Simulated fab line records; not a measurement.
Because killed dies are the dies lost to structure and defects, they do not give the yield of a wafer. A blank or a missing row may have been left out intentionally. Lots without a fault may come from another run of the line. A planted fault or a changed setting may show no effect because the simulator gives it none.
Problem report, 8D (eight disciplines) form, completed by code | flow gf180mcu | the parts of the form that need people (team, actions taken, sign-off) are left out

## 1. PROBLEM STATEMENT
Wafers free of any fault read 0.326 ohm/sq (standard deviation 0.0031) for V3_W_RS at GF_V3_RS_MEAS_24, against a mean of 0.282 ohm/sq on 4 wafers of 3 lots. That is -14 standard deviations from the usual mean.
The step: measures by four-point-probe.
First observed at day 26 10:00: wafer L603.1, on film metro-02. Wafers with a number at this step in the record: 30, from 10 lots. Rule for "out" (also "out of limits"): further than 4 standard deviations from the usual mean. The rest of the wafers with a number are treated as sound.

## 2. WHAT THIS IS AND IS NOT
question                    | is                             | is not
which readings at this step | V3_W_RS                        | -
which lots                  | L603, L605, L607               | L591, L595, L600, L601, L610, L613, L614
which wafers of those lots  | L603.1, L603.6, L605.2, L607.5 | L603.4, L605.4, L605.5, L607.3, L607.6
read on which gauges        | film metro-02                  | film metro-01
when                        | from day 26 10:00              | up to then (13 sound wafers); but 13 sound wafers of L605, L607, L610, L613, L614 came after

## 3. SUSPECTS, AND WHAT RULES EACH OUT
Counting: any tool at a process step up to the reading remains a suspect provided it ran every lot that is out. Sound lots after the first of them don't rule it out here, since some wafers of a struck lot are sound.
- the gauge at GF_V3_RS_MEAS_24 has been ruled out. All the wafers that are out were read on film metro-02, but those of them that GF_V3_CVD_23 has rows for are out there too, on other tools.
- cvd w-02 at GF_V3_CVD_23 (deposits W, target thk 350 nm, time 104.9 s): kept. It processed each lot that is out (first: L603, day 26 09:53); up to then, its last sound lot is L601 (day 26 02:30). On those wafers its own readings are out: susceptor temp C.
- The sound lot-mates ran in chamber 0 of cvd w-02 at GF_V3_CVD_23, but the wafers that are out ran in chamber 1.
Remaining after the count: cvd w-02 at GF_V3_CVD_23.

## 4. THE CAUSE (what the simulator had put in)
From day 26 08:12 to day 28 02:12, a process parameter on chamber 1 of cvd w-02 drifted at GF_V3_CVD_23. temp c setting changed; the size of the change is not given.
Counting left only this tool.

## 5. THE EFFECT CHAIN, in route order
One row per reading whose mean, taken over the struck wafers that have a number, lies over 3 standard deviations from the usual. Readings are gone through only where the record gives a usual standard deviation; hours: the median, over the lots, of the time from a lot's start at the first step in this table giving one to that lot's start at this step; sigmas: the change measured in usual standard deviations.
hours | step              | reading            | usual        | on struck wafers | change | sigmas
0     | GF_V3_CVD_23      | susceptor temp C   | 399.97 C     | 408.18           | +8.21  | +39
0     | GF_V3_RS_MEAS_24  | V3_W_RS            | 0.326 ohm/sq | 0.282            | -0.044 | -14
3     | GF_V3_THK_MEAS_25 | V3_W_THK           | 337 nm       | 387              | +50    | +14
8     | GF_V3_CMP_26      | time to endpoint s | 85.4 s       | 98.5             | +13.1  | +5.2
It contains these process steps:
- GF_V3_CVD_23: deposits W, target thk 350 nm, time 104.9 s.
- GF_V3_CMP_26: polishes, stops on SiO2, t overpolish 15 s, target thk 0 nm.

## 6. WHAT WOULD HAVE CAUGHT IT SOONER
Counted from the fault's start at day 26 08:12, it took 2 hours until the first out-of-limits reading at a measuring or inspecting step in this record, taken at day 26 10:00.
The tool's own readings at GF_V3_CVD_23 were out on every struck wafer that the step has a row for (susceptor temp C): an alarm limit on them would have fired on the first of those.
L605, L607, from the lots that are out (3), started GF_V3_CVD_23 on cvd w-02 later than day 26 10:00. A hold on the tool at that time would have spared those 2.
